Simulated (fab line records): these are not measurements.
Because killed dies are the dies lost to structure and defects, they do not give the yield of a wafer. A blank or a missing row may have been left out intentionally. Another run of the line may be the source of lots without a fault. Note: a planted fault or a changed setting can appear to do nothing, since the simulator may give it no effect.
fab line records	flow sky130
[record] lots = 5	wafers = 15	last-day = 49
route steps=708 shown POLY_GATE@220
lots with no fault: from the same line, run without faults
start-h: start of the lot's first displayed wafer, in hours after the record's first day	wait-h: hours from the lot's prior step to this one	" as in the row above	L1.1+2: a row that stands for several wafers	- either no value or no given start	* or withheld: withheld	< > ~ a bound
route shown NAME@n: a module of which the file shows steps, and the number in the route of the first	usual: mean/standard deviation of fault-free wafers	same: alike in all rows	chamber/n: place in a boat	sites: per-site readings	_std_site: the standard deviation of these	_edge_site: the outer-site mean with the inner-site mean subtracted	radius-mm: for every site, how far away it sits from the centre of the wafer	mask NAME#n: copy n	behind: the tool/chamber that last shaped the wafer	hold: why the lot went on hold/how many hours it stayed there/how the hold came to an end	device: which transistor (n, p or np) failed to switch	end of line: at the end of the route, the tests of the same wafers	for a step that has no rows: nothing shown but its recipe	killed: the dies lost at the first sort to structure and to defects; this is not the yield of the wafer	map: the dies of a wafer, with x for killed, . for not killed, _ for no die there
set.NAME: the setting that was run; set.NAME@STEP: the one run at that earlier step	model.NAME: the simulator's own value behind a step, which no gauge read
lots seen at some steps along the route; tables by step, rows by wafer
services: from which hour (start-h, from the record's first day; less than 0 if before it) a tool's chamber was out of use, for how many hours, and why
[[steps]]
[step SKY_POLY_GATE_HMDS_06]
[recipe] prime-time-s = 60	prime-temp-c = 120
lot.wafer	tool	chamber	start-h	wait-h
L075.1+5+6	litho-track-04	0	363.48	0.1
L077.1+4+6	litho-track-01	0	391.90	0.1
L081.1+2+5	litho-track-01	0	422.00	0.1
L088.1+5+6	litho-track-04	0	493.23	0.1
L090.2+3+6	litho-track-01	0	501.22	0.1
[step SKY_POLY_GATE_COAT_07]
[recipe] resist = BARC	temp-c = withheld	time-s = withheld	spin-rpm = 3000	resist-thk-nm = 110
lot.wafer	tool	chamber	start-h	wait-h
L075.1+5+6	litho-track-04	0	363.63	0.1
L077.1+4+6	litho-track-01	0	392.05	0.1
L081.1+2+5	litho-track-01	0	422.15	0.1
L088.1+5+6	litho-track-04	0	493.38	0.1
L090.2+3+6	litho-track-01	0	501.37	0.1
[step SKY_POLY_GATE_COAT_08]
[recipe] resist = KrF-thick	spin-rpm = 3000	resist-thk-nm = 450
lot.wafer	tool	chamber	start-h	wait-h
L075.1+5+6	litho-track-04	0	-	-
L077.1+4+6	litho-track-01	0	-	-
L081.1+2+5	litho-track-01	0	-	-
L088.1+5+6	litho-track-04	0	-	-
L090.2+3+6	litho-track-01	0	-	-
[step SKY_POLY_GATE_SOFTBAKE_09]
[recipe] temp-c = 100	time-s = 90	resist = KrF-thick
lot.wafer	tool	chamber	start-h	wait-h
L075.1+5+6	litho-track-04	0	-	-
L077.1+4+6	litho-track-01	0	-	-
L081.1+2+5	litho-track-01	0	-	-
L088.1+5+6	litho-track-04	0	-	-
L090.2+3+6	litho-track-01	0	-	-
[step SKY_POLY_GATE_EXPOSE_10]
[recipe] mask-id = P1M	na = 0.68	source-shape = conventional	sigma-outer = 0.6	target-cd-nm = 150	dose-mj = 28
[same] na = 0.68
lot.wafer	tool	chamber	start-h	wait-h	mask
L075.1+5+6	krf-scanner-02	0	-	-	P1M#0
L077.1+4+6	krf-scanner-02	0	-	-	P1M#0
L081.1+2+5	krf-scanner-02	0	-	-	P1M#0
L088.1+5+6	krf-scanner-02	0	-	-	P1M#0
L090.2+3+6	krf-scanner-02	0	-	-	P1M#0
[step SKY_POLY_GATE_PEB_11]
[recipe] peb-temp-c = withheld	peb-time-s = withheld	resist = KrF-thick
lot.wafer	tool	chamber	start-h	wait-h
L075.1+5+6	litho-track-03	0	-	-
L077.1+4+6	litho-track-01	0	-	-
L081.1+2+5	litho-track-01	0	-	-
L088.1+5+6	litho-track-01	0	-	-
L090.2+3+6	litho-track-01	0	-	-
[step SKY_POLY_GATE_DEVELOP_12]
[recipe] develop-time-s = 60	resist = KrF-thick	dev-temp-c = 21
lot.wafer	tool	chamber	start-h	wait-h
L075.1+5+6	litho-track-03	0	-	-
L077.1+4+6	litho-track-01	0	-	-
L081.1+2+5	litho-track-01	0	-	-
L088.1+5+6	litho-track-01	0	-	-
L090.2+3+6	litho-track-01	0	-	-
[step SKY_POLY_GATE_CD_MEAS_13]
[recipe] target-cd-nm = 150
[usual] cd-nm = 150.0/1.4
lot.wafer	tool	chamber	start-h	wait-h	cd-nm
L075.1	cd-sem-02	-	377.90	-	150.4
L075.5	"	-	"	"	151.2
L075.6	"	-	"	"	150.4
L077.1	cd-sem-02	-	407.20	-	146.9
L077.4	"	-	"	"	148.6
L077.6	"	-	"	"	148.1
L081.1	cd-sem-02	-	437.90	-	149.9
L081.2	"	-	"	"	150.1
L081.5	"	-	"	"	151.6
L088.1	cd-sem-01	-	509.60	-	149.9
L088.5	"	-	"	"	150.2
L088.6	"	-	"	"	150.6
L090.2	cd-sem-01	-	516.42	-	150.7
L090.3	"	-	"	"	150.0
L090.6	"	-	"	"	149.5
[step SKY_POLY_GATE_OVL_MEAS_14]
[usual] POLY_GATE_OVL = -2/4.5
lot.wafer	tool	chamber	start-h	wait-h	POLY_GATE_OVL[nm]
L075.1	overlay-01	-	378.02	0.1	-4
L075.5	"	-	"	"	-8
L075.6	"	-	"	"	-4
L077.1	overlay-01	-	407.32	0.1	2
L077.4	"	-	"	"	-1
L077.6	"	-	"	"	-8
L081.1	overlay-02	-	438.02	0.1	0
L081.2	"	-	"	"	0
L081.5	"	-	"	"	2
L088.1	overlay-02	-	509.72	0.1	-2
L088.5	"	-	"	"	-4
L088.6	"	-	"	"	-5
L090.2	overlay-01	-	516.52	0.1	-6
L090.3	"	-	"	"	-1
L090.6	"	-	"	"	1
[step SKY_POLY_GATE_ETCH_15]
[recipe] chemistry = N2/H2	target = BARC	ion-energy-ev = 200	source-w = 500	bias-w = 100	pressure-mtorr = 30	n2-flow-sccm = 100	h2-flow-sccm = 200	stop-on = SiO2	time-s = 118.5	target-depth-a = 1100
[usual] chamber-pressure-mTorr = 29.999/0.027	drypump-motor-current-A = 5.7/0.46	oes-product-au = 0.717/0.0047	throttle-valve-pct = 13.213/0.0097
lot.wafer	tool	chamber	start-h	wait-h	chamber-pressure-mTorr	drypump-motor-current-A	oes-product-au	rf-hours-counter-h	throttle-valve-pct
L075.1	rie-diel-03	1	378.06	0.0	30.036	5.5	0.716	7	13.210
L075.5	"	3	"	"	29.959	4.7	0.718	-	13.221
L075.6	"	0	"	"	30.011	5.7	0.722	-	13.205
L077.1	rie-diel-04	3	407.35	0.0	29.955	5.8	0.721	79	13.208
L077.4	"	2	"	"	30.002	6.3	0.719	2	13.212
L077.6	"	2	"	"	29.988	6.3	0.720	-	13.210
L081.1	rie-diel-03	0	438.05	0.0	29.915	5.7	0.717	2	13.235
L081.2	"	3	"	"	29.989	4.7	0.715	3	13.214
L081.5	"	0	"	"	29.994	5.7	0.718	-	13.215
L088.1	rie-diel-04	3	509.75	0.0	29.972	5.8	0.722	82	13.205
L088.5	"	3	"	"	30.007	5.8	0.720	-	13.214
L088.6	"	2	"	"	29.989	6.3	0.710	-	13.199
L090.2	rie-diel-03	1	516.55	0.0	30.039	5.5	0.719	10	13.217
L090.3	"	3	"	"	30.005	4.7	0.718	5	13.236
L090.6	"	0	"	"	29.970	5.7	0.718	-	13.226
[step SKY_POLY_GATE_ETCH_16]
[recipe] stop-on = poly-Si	chemistry = CH3F/O2	target = Si3N4	source-w = 400	bias-w = 80	pressure-mtorr = 25	ch3f-flow-sccm = 40	O2_flow_sccm = 30	time-s = 147.5	target-depth-a = 750
[usual] chamber-pressure-mTorr = 24.997/0.023	drypump-motor-current-A = 5.7/0.47	oes-product-au = 0.641/0.0057	throttle-valve-pct = 10.535/0.0086
lot.wafer	tool	chamber	start-h	wait-h	chamber-pressure-mTorr	drypump-motor-current-A	oes-product-au	rf-hours-counter-h	throttle-valve-pct
L075.1	rie-diel-03	1	378.14	0.0	24.958	5.5	0.639	7	10.531
L075.5	"	3	"	"	24.953	4.7	0.634	-	10.536
L075.6	"	0	"	"	24.981	5.7	0.642	-	10.537
L077.1	rie-diel-04	3	407.43	0.0	25.004	5.8	0.636	79	10.538
L077.4	"	2	"	"	25.008	6.3	0.642	2	10.528
L077.6	"	2	"	"	24.991	6.3	0.643	-	10.553
L081.1	rie-diel-03	0	438.13	0.0	25.031	5.7	0.638	2	10.521
L081.2	"	3	"	"	25.017	4.7	0.639	4	10.539
L081.5	"	0	"	"	24.976	5.7	0.632	-	10.524
L088.1	rie-diel-04	3	509.83	0.0	24.978	5.9	0.646	82	10.531
L088.5	"	3	"	"	24.992	5.8	0.639	-	10.533
L088.6	"	2	"	"	25.040	6.3	0.637	-	10.539
L090.2	rie-diel-03	1	516.63	0.0	24.991	5.5	0.644	10	10.538
L090.3	"	3	"	"	24.966	4.7	0.625	5	10.529
L090.6	"	0	"	"	24.999	5.7	0.647	-	10.535
[step SKY_POLY_GATE_ETCH_17]
[recipe] target-depth-nm = 180	stop-on = SiO2	over-etch-frac = 0.56667	chemistry = HBr/Cl2	target = poly-Si	icp-w = 400	bias-w = 100	pressure-mtorr = 10	HBr_flow_sccm = 150	Cl2_flow_sccm = 50	time-s = 70.5
[usual] HBr_flow_sccm = 150.1/0.46	chamber-pressure-mTorr = 10.000/0.0093	drypump-motor-current-A = 5.8/0.33	oes-product-au = 0.986/0.0093	throttle-valve-pct = 33.685/0.0097
lot.wafer	tool	chamber	start-h	wait-h	HBr_flow_sccm	chamber-pressure-mTorr	drypump-motor-current-A	oes-product-au	rf-hours-counter-h	throttle-valve-pct
L075.1	rie-si-02	0	378.24	0.0	150.0	10.012	6.2	0.981	80	33.685
L075.5	"	1	"	"	150.1	10.001	5.2	0.985	-	33.680
L075.6	"	2	"	"	149.9	10.002	5.8	0.984	-	33.685
L077.1	rie-si-02	1	407.53	0.0	149.9	9.999	5.2	0.978	23	33.685
L077.4	"	2	"	"	150.2	10.003	5.8	0.984	-	33.694
L077.6	"	3	"	"	149.6	10.003	5.8	0.991	-	33.678
L081.1	rie-si-02	0	438.23	0.0	149.7	9.994	6.2	0.975	0	33.688
L081.2	"	3	"	"	150.0	10.008	5.8	0.993	0	33.697
L081.5	"	1	"	"	150.4	10.012	5.2	0.999	-	33.683
L088.1	rie-si-01	2	509.93	0.0	150.5	10.006	6.2	0.988	47	33.687
L088.5	"	3	"	"	149.5	10.001	6.0	0.973	-	33.691
L088.6	"	0	"	"	149.9	10.012	5.6	0.996	-	33.698
L090.2	rie-si-01	0	516.73	0.0	150.1	9.995	5.7	0.990	1	33.694
L090.3	"	1	"	"	149.7	9.995	5.7	0.982	7	33.692
L090.6	"	3	"	"	150.2	10.011	6.0	0.979	-	33.682
[step SKY_POLY_GATE_STRIP_18]
[recipe] chemistry = O2/N2	power-w = 1400	pressure-mtorr = 1500	platen-temp-c = withheld	o2-flow-sccm = 3000	n2-flow-sccm = 300	overash-fraction = 0.5
[usual] chamber-pressure-mTorr = 1500.2/1.4	drypump-motor-current-A = 5.83/0.27	oes-product-au = 0.361/0.0053	strip-time-to-endpoint-s = 3.17/0.054
lot.wafer	tool	chamber	start-h	wait-h	chamber-pressure-mTorr	drypump-motor-current-A	oes-product-au	rf-hours-counter-h	strip-time-to-endpoint-s
L075.1	plasma-asher-01	1	378.30	0.0	1499.0	5.39	0.368	66	3.18
L075.5	"	0	"	"	1497.6	6.33	0.362	-	3.19
L075.6	"	1	"	"	1499.3	5.41	0.355	-	3.23
L077.1	plasma-asher-04	0	407.59	0.0	1499.4	5.99	0.354	21	3.14
L077.4	"	0	"	"	1499.8	5.97	0.353	-	3.24
L077.6	"	0	"	"	1498.6	5.99	0.367	-	3.21
L081.1	plasma-asher-04	1	438.29	0.0	1499.5	5.69	0.363	24	3.20
L081.2	"	0	"	"	1499.6	5.97	0.361	24	3.21
L081.5	"	1	"	"	1500.0	5.68	0.355	-	3.16
L088.1	plasma-asher-02	1	509.99	0.0	1501.3	5.80	0.371	7	3.14
L088.5	"	0	"	"	1499.6	5.60	0.361	-	3.19
L088.6	"	1	"	"	1497.7	5.82	0.363	-	3.22
L090.2	plasma-asher-01	0	516.79	0.0	1499.2	6.34	0.360	80	3.13
L090.3	"	1	"	"	1500.1	5.42	0.363	-	3.20
L090.6	"	0	"	"	1501.1	6.35	0.364	-	3.24
[step SKY_POLY_GATE_CLEAN_19]
[recipe] chemistry = SC1/SC2	mix = 1:4:20	temp-c = 70	time-s = 150	dry = n2-spin
lot.wafer	tool	chamber	start-h	wait-h
L075.1+5+6	wet-bench-03	0	378.40	0.1
L077.1+4+6	wet-bench-03	0	407.69	0.1
L081.1+2+5	wet-bench-02	1	438.39	0.1
L088.1+5+6	wet-bench-01	2	510.09	0.1
L090.2+3+6	wet-bench-03	3	516.89	0.1
[step SKY_POLY_GATE_OXIDATION_20]
[recipe] temp-c = 850	ambient = O2	stabilise-s = 600	purge-s = 300	target-thk-a = 40	ox-time-s = 917.4
lot.wafer	tool	chamber	start-h	wait-h
L075.1+5+6	furnace-02	0	380.03	1.6
L077.1+4+6	furnace-01	0	409.96	2.2
L081.1+2+5	furnace-01	0	438.58	0.1
L088.1+5+6	furnace-01	0	510.14	0.0
L090.2+3+6	furnace-02	0	518.00	1.1
[[services]]
tool	chamber	start-h	hours	kind
furnace-01	-	340.25	5.3	pm
rie-diel-03	0	347.64	-	clean
rie-diel-03	0	347.64	17.4	scheduled-down
plasma-asher-04	-	352.44	2.8	pm
krf-scanner-02	-	353.52	0.6	repair
furnace-02	-	356.68	3.7	pm
furnace-01	-	361.28	3.8	pm
rie-diel-03	1	361.95	11.5	repair
krf-scanner-02	-	373.56	1.3	pm
rie-diel-04	0	375.27	2.9	repair
krf-scanner-02	-	380.97	0.4	repair
furnace-01	-	387.21	20.1	pm
rie-si-01	3	390.48	3.3	repair
furnace-02	-	410.79	2.2	pm
plasma-asher-02	-	421.25	9.0	pm
wet-bench-02	-	425.89	1.9	pm
krf-scanner-02	-	428.43	1.0	pm
wet-bench-03	-	432.27	35.9	pm
rie-diel-03	1	441.51	3.4	repair
krf-scanner-02	-	447.94	0.3	repair
krf-scanner-02	-	479.03	0.8	pm
krf-scanner-02	-	483.97	4.4	pm
furnace-02	-	491.93	1.8	pm
rie-si-02	3	492.30	6.2	repair
[[key]]
fault none
